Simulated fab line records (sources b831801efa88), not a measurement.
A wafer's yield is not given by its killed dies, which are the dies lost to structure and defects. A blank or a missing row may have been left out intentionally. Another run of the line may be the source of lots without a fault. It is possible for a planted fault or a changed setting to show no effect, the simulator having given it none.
fab line records	flow sky130
record lots=24	wafers=72	last_day=50
route steps=708 shown CONTACT@425 VIA1@472 CAPM@538 CAP2M@603 METAL4@633
lots untouched by any fault: they come from a run of this same line in which no faults occurred
start_h: hours from the record's opening day to when the first of the lot's shown wafers began	wait_h: hours since the lot's step before	" as in the row above	L1.1+2: a row that stands for several wafers	- no value, or no start was given	* or withheld: withheld	< > ~ a bound
route shown NAME@n: a module of which the file shows steps, and the number in the route of the first	usual: the fault-free wafers' mean and standard deviation	same: alike in all rows	chamber/n: place in a boat	sites: readings site by site	_std_site: their standard deviation	_edge_site: the outer-site mean with the inner-site mean subtracted	radius_mm: how far each site lies from the wafer's centre	mask NAME#n: copy n	behind: tool/chamber where the wafer was last shaped	hold: what put the lot on hold/how long, in hours/how the hold closed	device: the n, p or np transistor that did not switch	end of line: tests run on the same wafers once the route is complete	a step without rows: its recipe alone	killed: at the first sort, the dies lost to defects and structure; wafer yield is something else	map: a wafer's dies, x killed, . not, _ none there
set.NAME: the setting the step ran with; set.NAME@STEP: the setting that earlier step ran with	model.NAME: the simulator's own value behind a step, which no gauge read
one table for each step of the route and one row for each wafer, over a sample of lots
services: the hour from which a tool's chamber was out of use, counted from the record's first day as start_h (under 0 if before that day), plus the number of hours and why
## steps
# step SKY_CONTACT_STRIP_19
# recipe chemistry=O2/N2	power_w=1400	pressure_mtorr=1500	platen_temp_c=withheld	o2_flow_sccm=3000	n2_flow_sccm=300	overash_fraction=0.5
# usual drypump_motor_current_A=5.8/0.58	oes_product_au=0.380/0.0046	strip_time_to_endpoint_s=3.62/0.035
lot.wafer	tool	chamber	start_h	wait_h	drypump_motor_current_A	oes_product_au	rf_hours_counter_h	strip_time_to_endpoint_s
L074.2	plasma_asher-03	1	738.05	-	6.1	0.377	23	3.62
L074.3	"	1	"	"	6.0	0.386	-	3.64
L074.6	"	0	"	"	6.6	0.378	-	3.66
L075.1	plasma_asher-03	1	747.28	-	6.1	0.381	24	3.60
L075.2	"	0	"	"	6.5	0.381	24	3.65
L075.3	"	0	"	"	6.5	0.377	-	3.57
L076.2	plasma_asher-04	1	752.25	-	6.5	0.377	1	3.61
L076.4	"	0	"	"	5.2	0.376	-	3.57
L076.5	"	1	"	"	6.4	0.376	-	3.56
L077.2	plasma_asher-04	1	767.80	-	6.5	0.377	2	3.55
L077.3	"	0	"	"	5.2	0.382	-	3.63
L077.6	"	1	"	"	6.4	0.374	-	3.54
L079.2	plasma_asher-01	1	788.05	-	5.2	0.383	104	3.65
L079.5	"	1	"	"	5.1	0.376	-	3.57
L079.6	"	0	"	"	5.5	0.375	-	3.62
L078.3	plasma_asher-03	1	789.08	-	6.0	0.385	-	3.68
L078.4	"	0	"	"	6.5	0.380	-	3.63
L078.5	"	0	"	"	6.5	0.388	-	3.58
L080.2	plasma_asher-01	0	794.14	-	5.5	0.385	105	3.62
L080.4	"	1	"	"	5.2	0.378	-	3.61
L080.6	"	1	"	"	5.2	0.384	-	3.64
L081.1	plasma_asher-04	0	795.14	-	5.2	0.376	5	3.63
L081.4	"	0	"	"	5.2	0.379	-	3.65
L081.5	"	0	"	"	5.1	0.380	-	3.64
L082.4	plasma_asher-01	0	799.08	-	5.5	0.385	-	3.65
L082.5	"	0	"	"	5.5	0.390	-	3.63
L082.6	"	1	"	"	5.2	0.378	-	3.67
L083.1	plasma_asher-04	0	809.29	-	5.2	0.377	6	3.55
L083.2	"	1	"	"	6.5	0.380	6	3.59
L083.3	"	0	"	"	5.1	0.384	-	3.64
L084.4	plasma_asher-04	1	821.23	-	6.4	0.386	-	3.67
L084.5	"	1	"	"	6.4	0.387	-	3.66
L084.6	"	0	"	"	5.2	0.374	-	3.66
L085.1	plasma_asher-01	0	824.78	-	5.5	0.384	108	3.57
L085.2	"	1	"	"	5.2	0.384	108	3.66
L085.5	"	0	"	"	5.5	0.387	-	3.55
L087.2	plasma_asher-03	1	834.69	-	6.0	0.381	33	3.54
L087.3	"	0	"	"	6.5	0.383	-	3.60
L087.6	"	0	"	"	6.5	0.377	-	3.66
L086.3	plasma_asher-04	1	835.13	-	6.4	0.387	-	3.65
L086.5	"	1	"	"	6.4	0.376	-	3.66
L086.6	"	0	"	"	5.2	0.381	-	3.66
L088.1	plasma_asher-04	1	846.49	-	6.5	0.377	10	3.57
L088.2	"	0	"	"	5.1	0.372	10	3.64
L088.5	"	1	"	"	6.5	0.383	-	3.66
L089.1	plasma_asher-03	1	848.20	-	6.0	0.381	34	3.68
L089.5	"	0	"	"	6.6	0.377	-	3.65
L089.6	"	1	"	"	6.1	0.386	-	3.65
L090.1	plasma_asher-01	1	861.54	-	5.2	0.387	112	3.62
L090.5	"	1	"	"	5.2	0.386	-	3.65
L090.6	"	0	"	"	5.5	0.377	-	3.64
L091.3	plasma_asher-03	0	868.42	-	6.5	0.378	-	3.65
L091.4	"	1	"	"	6.0	0.380	-	3.67
L091.5	"	0	"	"	6.6	0.382	-	3.61
L092.1	plasma_asher-01	0	873.85	-	5.5	0.384	113	3.59
L092.2	"	1	"	"	5.1	0.379	113	3.61
L092.6	"	1	"	"	5.2	0.384	-	3.60
L093.1	plasma_asher-03	0	882.18	-	6.6	0.379	38	3.64
L093.2	"	1	"	"	6.0	0.387	38	3.61
L093.4	"	1	"	"	6.0	0.384	-	3.57
L095.3	plasma_asher-01	1	893.88	-	5.2	0.376	-	3.57
L095.4	"	0	"	"	5.5	0.385	-	3.64
L095.5	"	0	"	"	5.5	0.379	-	3.64
L094.1	plasma_asher-04	1	895.00	-	6.5	0.381	12	3.55
L094.3	"	0	"	"	5.1	0.382	-	3.60
L094.6	"	1	"	"	6.5	0.383	-	3.60
L096.2	plasma_asher-04	0	906.50	-	5.1	0.379	14	3.59
L096.3	"	1	"	"	6.5	0.375	-	3.58
L096.4	"	0	"	"	5.1	0.379	-	3.64
L097.3	plasma_asher-04	0	910.98	-	5.1	0.381	-	3.63
L097.4	"	1	"	"	6.4	0.388	-	3.60
L097.5	"	1	"	"	6.4	0.373	-	3.59
# step SKY_CONTACT_SPUTTER_23
# recipe material=TiN	target_thk_nm=20	chamber_pressure_pa=5	power_w=4000	time_s=80
# usual throttle_valve_pct=30.0/0.72
lot.wafer	tool	chamber	start_h	wait_h	throttle_valve_pct
L074.2	pvd_sputter-03	-	738.64	0.0	28.9
L074.3	"	-	"	"	29.1
L074.6	"	-	"	"	28.9
L075.1	pvd_sputter-02	-	747.87	0.0	29.9
L075.2	"	-	"	"	30.8
L075.3	"	-	"	"	30.1
L076.2	pvd_sputter-03	-	752.85	0.0	30.5
L076.4	"	-	"	"	29.1
L076.5	"	-	"	"	30.6
L077.2	pvd_sputter-02	-	768.43	0.0	30.0
L077.3	"	-	"	"	30.9
L077.6	"	-	"	"	30.7
L079.2	pvd_sputter-04	-	788.67	0.0	30.7
L079.5	"	-	"	"	30.9
L079.6	"	-	"	"	30.8
L078.3	pvd_sputter-03	-	789.64	0.0	30.5
L078.4	"	-	"	"	29.8
L078.5	"	-	"	"	29.2
L080.2	pvd_sputter-04	-	795.08	0.0	30.8
L080.4	"	-	"	"	29.0
L080.6	"	-	"	"	28.9
L081.1	pvd_sputter-03	-	795.82	0.0	29.8
L081.4	"	-	"	"	29.3
L081.5	"	-	"	"	29.6
L082.4	pvd_sputter-02	-	800.07	0.0	30.6
L082.5	"	-	"	"	29.9
L082.6	"	-	"	"	29.8
L083.1	pvd_sputter-04	-	810.44	0.0	30.1
L083.2	"	-	"	"	30.7
L083.3	"	-	"	"	30.7
L084.4	pvd_sputter-03	-	821.92	0.0	29.2
L084.5	"	-	"	"	29.2
L084.6	"	-	"	"	28.7
L085.1	pvd_sputter-02	-	825.46	0.0	30.9
L085.2	"	-	"	"	30.2
L085.5	"	-	"	"	30.9
L087.2	pvd_sputter-03	-	835.32	0.0	29.3
L087.3	"	-	"	"	30.5
L087.6	"	-	"	"	28.7
L086.3	pvd_sputter-02	-	835.73	0.0	30.7
L086.5	"	-	"	"	30.7
L086.6	"	-	"	"	30.5
L088.1	pvd_sputter-04	-	847.08	0.0	29.0
L088.2	"	-	"	"	30.6
L088.5	"	-	"	"	29.1
L089.1	pvd_sputter-03	-	848.80	0.0	29.0
L089.5	"	-	"	"	30.4
L089.6	"	-	"	"	29.0
L090.1	pvd_sputter-02	-	862.17	0.0	30.6
L090.5	"	-	"	"	30.6
L090.6	"	-	"	"	29.5
L091.3	pvd_sputter-02	-	869.04	0.0	31.3
L091.4	"	-	"	"	30.0
L091.5	"	-	"	"	30.5
L092.1	pvd_sputter-04	-	874.44	0.0	30.1
L092.2	"	-	"	"	30.7
L092.6	"	-	"	"	30.0
L093.1	pvd_sputter-02	-	882.84	0.0	30.1
L093.2	"	-	"	"	29.7
L093.4	"	-	"	"	29.8
L095.3	pvd_sputter-04	-	894.47	0.0	31.0
L095.4	"	-	"	"	29.9
L095.5	"	-	"	"	30.9
L094.1	pvd_sputter-02	-	895.65	0.0	29.5
L094.3	"	-	"	"	30.9
L094.6	"	-	"	"	30.8
L096.2	pvd_sputter-04	-	907.15	0.0	30.0
L096.3	"	-	"	"	30.6
L096.4	"	-	"	"	28.8
L097.3	pvd_sputter-02	-	911.54	0.0	30.9
L097.4	"	-	"	"	30.0
L097.5	"	-	"	"	30.3
# step SKY_VIA1_ETCH_14
# recipe chemistry=N2/H2	target=BARC	ion_energy_ev=200	source_w=500	bias_w=100	pressure_mtorr=30	n2_flow_sccm=100	h2_flow_sccm=200	stop_on=SiO2	time_s=45.9	target_depth_a=600
# usual drypump_motor_current_A=5.8/0.52	h2_flow_sccm=200.1/0.55	oes_product_au=0.854/0.0043	throttle_valve_pct=13.226/0.0096
lot.wafer	tool	chamber	start_h	wait_h	drypump_motor_current_A	h2_flow_sccm	oes_product_au	rf_hours_counter_h	throttle_valve_pct
L074.2	rie_diel-03	3	794.05	0.0	5.6	199.4	0.853	30	13.223
L074.3	"	1	"	"	5.9	200.4	0.861	6	13.216
L074.6	"	1	"	"	5.9	200.5	0.852	-	13.241
L075.1	rie_diel-03	3	804.37	0.0	5.6	198.9	0.849	30	13.227
L075.2	"	0	"	"	4.9	199.7	0.859	8	13.227
L075.3	"	2	"	"	6.4	199.6	0.855	0	13.213
L076.2	rie_diel-01	3	807.89	0.0	5.3	200.3	0.855	11	13.237
L076.4	"	0	"	"	5.6	200.1	0.856	21	13.221
L076.5	"	2	"	"	5.4	199.3	0.850	-	13.247
L077.2	rie_diel-03	2	824.87	0.0	6.4	201.0	0.854	1	13.231
L077.3	"	1	"	"	5.9	200.7	0.859	6	13.240
L077.6	"	1	"	"	5.9	200.4	0.858	-	13.230
L079.2	rie_diel-03	0	844.95	0.0	4.9	200.3	0.860	9	13.204
L079.5	"	1	"	"	5.9	200.0	0.859	-	13.231
L079.6	"	0	"	"	4.9	200.1	0.853	-	13.225
L078.3	rie_diel-04	1	846.20	0.0	5.7	199.9	0.850	16	13.226
L078.4	"	3	"	"	6.2	199.2	0.860	13	13.225
L078.5	"	1	"	"	5.7	199.5	0.853	-	13.216
L080.2	rie_diel-01	2	851.55	0.0	5.4	200.3	0.857	25	13.218
L080.4	"	0	"	"	5.6	199.7	0.850	22	13.230
L080.6	"	1	"	"	6.3	199.4	0.855	-	13.217
L081.1	rie_diel-04	2	853.09	0.0	5.2	199.8	0.853	12	13.228
L081.4	"	1	"	"	5.7	199.7	0.839	-	13.220
L081.5	"	3	"	"	6.2	199.6	0.856	-	13.232
L082.4	rie_diel-03	0	855.52	0.0	4.9	201.0	0.852	-	13.234
L082.5	"	3	"	"	5.6	200.9	0.848	-	13.230
L082.6	"	1	"	"	5.9	200.7	0.863	-	13.222
L083.1	rie_diel-01	2	865.79	0.0	5.4	199.7	0.854	26	13.224
L083.2	"	0	"	"	5.6	199.7	0.863	23	13.211
L083.3	"	3	"	"	5.4	200.7	0.853	13	13.220
L084.4	rie_diel-04	3	875.70	0.0	6.3	199.8	0.849	14	13.216
L084.5	"	2	"	"	5.2	200.4	0.852	-	13.235
L084.6	"	3	"	"	6.2	199.4	0.854	-	13.230
L085.1	rie_diel-03	3	880.69	0.0	5.6	200.4	0.852	1	13.224
L085.2	"	2	"	"	6.4	200.0	0.850	2	13.233
L085.5	"	3	"	"	5.6	199.4	0.847	-	13.221
L086.3	rie_diel-03	0	888.87	0.0	4.9	200.3	0.860	10	13.227
L086.5	"	1	"	"	5.9	200.6	0.850	-	13.233
L086.6	"	2	"	"	6.4	200.6	0.856	-	13.223
L087.2	rie_diel-01	3	889.22	0.0	5.3	201.7	0.856	13	13.212
L087.3	"	1	"	"	6.3	200.2	0.853	17	13.231
L087.6	"	1	"	"	6.3	199.6	0.855	-	13.216
L088.1	rie_diel-03	2	900.82	0.0	6.4	199.9	0.861	2	13.218
L088.2	"	3	"	"	5.6	200.5	0.863	2	13.211
L088.5	"	0	"	"	4.9	200.0	0.852	-	13.227
L089.1	rie_diel-03	0	901.99	0.0	4.9	200.1	0.857	11	13.223
L089.5	"	1	"	"	5.9	199.5	0.857	-	13.233
L089.6	"	2	"	"	6.4	200.5	0.857	-	13.222
L090.1	rie_diel-04	2	916.67	0.0	5.3	199.3	0.858	14	13.218
L090.5	"	0	"	"	6.5	199.3	0.857	-	13.234
L090.6	"	3	"	"	6.3	199.7	0.851	-	13.208
L091.3	rie_diel-03	0	921.90	0.0	4.9	200.6	0.857	11	13.221
L091.4	"	2	"	"	6.4	200.9	0.855	3	13.236
L091.5	"	3	"	"	5.6	200.1	0.858	-	13.229
L092.1	rie_diel-04	1	928.50	0.0	5.7	200.7	0.849	19	13.202
L092.2	"	0	"	"	6.5	199.7	0.857	6	13.221
L092.6	"	3	"	"	6.3	200.0	0.859	-	13.218
L093.1	rie_diel-04	3	935.95	0.0	6.2	200.6	0.854	16	13.234
L093.2	"	1	"	"	5.7	200.5	0.856	19	13.240
L093.4	"	2	"	"	5.2	200.5	0.850	15	13.212
L095.3	rie_diel-01	1	947.22	0.0	6.3	199.8	0.857	18	13.217
L095.4	"	1	"	"	6.3	200.7	0.863	-	13.231
L095.5	"	0	"	"	5.7	199.7	0.858	-	13.233
L094.1	rie_diel-03	1	948.85	0.0	5.9	200.2	0.850	10	13.229
L094.3	"	0	"	"	4.9	200.3	0.855	12	13.231
L094.6	"	3	"	"	5.6	199.9	0.852	-	13.220
L096.2	rie_diel-04	0	958.27	0.0	6.5	199.9	0.849	7	13.230
L096.3	"	2	"	"	5.2	200.6	0.854	15	13.250
L096.4	"	2	"	"	5.2	201.2	0.857	-	13.225
L097.3	rie_diel-03	3	963.57	0.0	5.6	200.1	0.858	3	13.231
L097.4	"	2	"	"	6.4	199.1	0.857	4	13.232
L097.5	"	3	"	"	5.6	199.9	0.851	-	13.219
# step SKY_CAPM_THK_MEAS_01
# recipe reads=SiO2_of_CAPM_CVD_00
# usual CAPM_CVD_00_THK=15.49/0.23
lot.wafer	tool	chamber	start_h	wait_h	CAPM_CVD_00_THK[nm]
L074.2	film_metro-01	-	852.40	-	15.42
L074.3	"	-	"	"	15.53
L074.6	"	-	"	"	15.53
L075.1	film_metro-03	-	862.01	-	15.39
L075.2	"	-	"	"	15.36
L075.3	"	-	"	"	15.18
L076.2	film_metro-03	-	863.97	-	15.40
L076.4	"	-	"	"	15.69
L076.5	"	-	"	"	15.66
L077.2	film_metro-02	-	881.77	-	15.18
L077.3	"	-	"	"	15.14
L077.6	"	-	"	"	15.50
L079.2	film_metro-01	-	900.51	-	15.58
L079.5	"	-	"	"	15.78
L079.6	"	-	"	"	15.63
L078.3	film_metro-01	-	902.78	-	15.15
L078.4	"	-	"	"	15.19
L078.5	"	-	"	"	15.40
L080.2	film_metro-02	-	907.19	-	14.99
L080.4	"	-	"	"	15.14
L080.6	"	-	"	"	15.06
L081.1	film_metro-02	-	908.73	-	15.68
L081.4	"	-	"	"	15.85
L081.5	"	-	"	"	15.86
L082.4	film_metro-03	-	910.31	-	15.45
L082.5	"	-	"	"	15.22
L082.6	"	-	"	"	15.55
L083.1	film_metro-02	-	921.47	-	15.71
L083.2	"	-	"	"	15.14
L083.3	"	-	"	"	15.45
L084.4	film_metro-01	-	931.12	-	15.26
L084.5	"	-	"	"	15.39
L084.6	"	-	"	"	15.27
L085.1	film_metro-03	-	936.26	-	15.39
L085.2	"	-	"	"	15.71
L085.5	"	-	"	"	15.63
L086.3	film_metro-02	-	944.04	-	15.37
L086.5	"	-	"	"	15.64
L086.6	"	-	"	"	15.71
L087.2	film_metro-03	-	944.69	-	15.52
L087.3	"	-	"	"	15.41
L087.6	"	-	"	"	15.44
L088.1	film_metro-01	-	955.09	-	15.42
L088.2	"	-	"	"	15.22
L088.5	"	-	"	"	15.71
L089.1	film_metro-03	-	956.31	-	15.49
L089.5	"	-	"	"	15.86
L089.6	"	-	"	"	15.84
L090.1	film_metro-01	-	970.76	-	15.60
L090.5	"	-	"	"	15.65
L090.6	"	-	"	"	15.59
L091.3	film_metro-01	-	976.43	-	15.52
L091.4	"	-	"	"	15.95
L091.5	"	-	"	"	15.73
L092.1	film_metro-03	-	982.32	-	15.79
L092.2	"	-	"	"	15.73
L092.6	"	-	"	"	15.68
L093.1	film_metro-01	-	988.99	-	15.39
L093.2	"	-	"	"	15.28
L093.4	"	-	"	"	15.74
L095.3	film_metro-01	-	1000.75	-	15.44
L095.4	"	-	"	"	15.26
L095.5	"	-	"	"	15.42
L094.1	film_metro-02	-	1005.86	-	15.37
L094.3	"	-	"	"	15.54
L094.6	"	-	"	"	15.53
L096.2	film_metro-03	-	1011.16	-	15.35
L096.3	"	-	"	"	15.48
L096.4	"	-	"	"	15.42
L097.3	film_metro-02	-	1016.17	-	15.61
L097.4	"	-	"	"	15.53
L097.5	"	-	"	"	15.50
# step SKY_CAP2M_CVD_00
# recipe material=SiO2	target_thk_nm=15.5	temp_c=400	time_s=withheld	rf_w=450
# usual heater_power_w=703/76
lot.wafer	tool	chamber	start_h	wait_h	heater_power_w
L074.2	pecvd-02	2	931.65	0.0	722
L074.3	"	1	"	"	612
L074.6	"	1	"	"	608
L075.1	pecvd-03	0	941.05	0.0	799
L075.2	"	2	"	"	731
L075.3	"	1	"	"	709
L076.2	pecvd-01	1	944.99	0.0	690
L076.4	"	1	"	"	705
L076.5	"	0	"	"	670
L077.2	pecvd-01	1	960.31	0.0	746
L077.3	"	0	"	"	677
L077.6	"	2	"	"	675
L079.2	pecvd-03	0	979.16	0.0	742
L079.5	"	2	"	"	742
L079.6	"	1	"	"	657
L078.3	pecvd-01	2	982.00	0.0	565
L078.4	"	2	"	"	566
L078.5	"	0	"	"	599
L080.2	pecvd-03	2	984.28	0.0	627
L080.4	"	1	"	"	768
L080.6	"	0	"	"	792
L081.1	pecvd-02	0	985.54	0.0	836
L081.4	"	0	"	"	833
L081.5	"	1	"	"	624
L082.4	pecvd-01	0	987.48	0.0	552
L082.5	"	0	"	"	561
L082.6	"	1	"	"	759
L083.1	pecvd-03	0	998.67	0.0	821
L083.2	"	2	"	"	703
L083.3	"	1	"	"	647
L084.4	pecvd-03	2	1008.37	0.0	687
L084.5	"	1	"	"	752
L084.6	"	0	"	"	768
L085.1	pecvd-02	1	1011.86	0.0	678
L085.2	"	2	"	"	748
L085.5	"	1	"	"	684
L086.3	pecvd-01	2	1018.76	0.0	632
L086.5	"	2	"	"	631
L086.6	"	0	"	"	682
L087.2	pecvd-03	1	1020.32	0.0	744
L087.3	"	0	"	"	657
L087.6	"	2	"	"	617
L088.1	pecvd-02	1	1029.12	0.0	685
L088.2	"	2	"	"	627
L088.5	"	1	"	"	660
L089.1	pecvd-03	0	1030.40	0.0	703
L089.5	"	1	"	"	647
L089.6	"	2	"	"	576
L090.1	pecvd-03	1	1044.35	0.0	724
L090.5	"	2	"	"	749
L090.6	"	1	"	"	721
L091.3	pecvd-02	0	1050.01	0.0	756
L091.4	"	1	"	"	631
L091.5	"	2	"	"	761
L092.1	pecvd-01	0	1054.54	0.0	688
L092.2	"	2	"	"	676
L092.6	"	0	"	"	673
L093.1	pecvd-02	0	1061.18	0.0	834
L093.2	"	1	"	"	623
L093.4	"	1	"	"	614
L095.3	pecvd-03	1	1072.81	0.0	754
L095.4	"	0	"	"	794
L095.5	"	1	"	"	767
L094.1	pecvd-03	0	1076.22	0.0	757
L094.3	"	2	"	"	607
L094.6	"	2	"	"	631
L096.2	pecvd-03	0	1080.59	0.0	778
L096.3	"	2	"	"	620
L096.4	"	2	"	"	628
L097.3	pecvd-02	0	1085.56	0.0	775
L097.4	"	1	"	"	689
L097.5	"	0	"	"	783
# step SKY_METAL4_ETCH_17
# recipe target=SiO2	stop_on=TiN	chemistry=C4F8/O2/Ar	source_w=1500	bias_w=1200	pressure_mtorr=40	c4f8_flow_sccm=withheld	O2_flow_sccm=6	Ar_flow_sccm=300	time_s=3.9	target_depth_a=150
# usual oes_product_au=0.756/0.0072
lot.wafer	tool	chamber	start_h	wait_h	oes_product_au
L074.2	rie_diel-01	1	981.91	0.1	0.764
L074.3	"	3	"	"	0.763
L074.6	"	1	"	"	0.756
L075.1	rie_diel-01	3	988.38	0.2	0.755
L075.2	"	1	"	"	0.750
L075.3	"	0	"	"	0.747
L076.2	rie_diel-03	1	994.54	0.1	0.753
L076.4	"	3	"	"	0.758
L076.5	"	1	"	"	0.752
L077.2	rie_diel-01	3	1008.85	0.1	0.754
L077.3	"	1	"	"	0.751
L077.6	"	3	"	"	0.752
L079.2	rie_diel-03	1	1025.95	0.1	0.755
L079.5	"	0	"	"	0.758
L079.6	"	1	"	"	0.764
L078.3	rie_diel-01	3	1028.14	0.0	0.762
L078.4	"	0	"	"	0.763
L078.5	"	1	"	"	0.755
L080.2	rie_diel-01	3	1031.13	0.1	0.761
L080.4	"	1	"	"	0.763
L080.6	"	0	"	"	0.769
L081.1	rie_diel-03	0	1032.63	0.1	0.755
L081.4	"	3	"	"	0.765
L081.5	"	2	"	"	0.766
L082.4	rie_diel-03	2	1034.09	0.0	0.758
L082.5	"	0	"	"	0.750
L082.6	"	1	"	"	0.754
L083.1	rie_diel-03	3	1045.49	0.1	0.754
L083.2	"	1	"	"	0.759
L083.3	"	0	"	"	0.765
L084.4	rie_diel-01	3	1054.09	0.0	0.763
L084.5	"	0	"	"	0.754
L084.6	"	1	"	"	0.753
L085.1	rie_diel-04	2	1057.90	0.1	0.751
L085.2	"	3	"	"	0.765
L085.5	"	1	"	"	0.770
L086.3	rie_diel-04	2	1064.13	0.0	0.765
L086.5	"	2	"	"	0.751
L086.6	"	1	"	"	0.769
L087.2	rie_diel-03	1	1065.78	0.1	0.748
L087.3	"	0	"	"	0.746
L087.6	"	1	"	"	0.762
L088.1	rie_diel-01	0	1073.78	0.1	0.763
L088.2	"	3	"	"	0.753
L088.5	"	1	"	"	0.751
L089.1	rie_diel-03	2	1074.95	0.1	0.759
L089.5	"	1	"	"	0.753
L089.6	"	0	"	"	0.764
L090.1	rie_diel-01	1	1088.49	0.1	0.757
L090.5	"	1	"	"	0.764
L090.6	"	0	"	"	0.748
L091.3	rie_diel-03	1	1094.36	0.1	0.761
L091.4	"	3	"	"	0.757
L091.5	"	3	"	"	0.770
L092.1	rie_diel-04	3	1097.34	0.1	0.753
L092.2	"	1	"	"	0.752
L092.6	"	3	"	"	0.763
L093.1	rie_diel-03	2	1103.79	0.1	0.756
L093.2	"	1	"	"	0.746
L093.4	"	0	"	"	0.754
L095.3	rie_diel-01	2	1115.90	0.0	0.746
L095.4	"	1	"	"	0.763
L095.5	"	2	"	"	0.754
L094.1	rie_diel-03	2	1118.44	0.1	0.744
L094.3	"	3	"	"	0.750
L094.6	"	2	"	"	0.750
L096.2	rie_diel-01	0	1124.00	0.1	0.757
L096.3	"	1	"	"	0.746
L096.4	"	2	"	"	0.748
L097.3	rie_diel-01	3	1126.38	0.0	0.752
L097.4	"	0	"	"	0.763
L097.5	"	3	"	"	0.746
## services
tool	chamber	start_h	hours	kind
plasma_asher-04	-	733.75	9.0	pm
plasma_asher-04	-	758.64	0.5	repair
rie_diel-04	2	767.37	5.5	repair
rie_diel-03	-	805.48	0.4	repair
rie_diel-01	-	812.72	1.2	repair
plasma_asher-04	-	817.74	1.2	repair
rie_diel-04	3	820.54	7.2	repair
rie_diel-03	-	827.33	0.4	repair
pecvd-03	-	828.46	2.8	pm
pecvd-03	2	834.92	5.0	repair
rie_diel-03	2	852.89	19.1	repair
pecvd-03	-	871.37	2.7	repair
rie_diel-01	1	898.92	19.5	repair
rie_diel-01	-	912.76	14.6	pm
rie_diel-01	1	927.38	7.2	repair
rie_diel-03	3	937.43	8.2	repair
pecvd-03	-	969.64	2.4	repair
pecvd-03	-	971.34	4.5	repair
rie_diel-01	2	1025.53	2.7	repair
rie_diel-03	0	1052.98	5.5	repair
rie_diel-03	3	1065.14	13.8	repair
rie_diel-01	1	1093.02	7.4	repair
rie_diel-03	0	1114.13	8.2	repair
rie_diel-03	-	1121.48	15.6	pm
## key
fault none
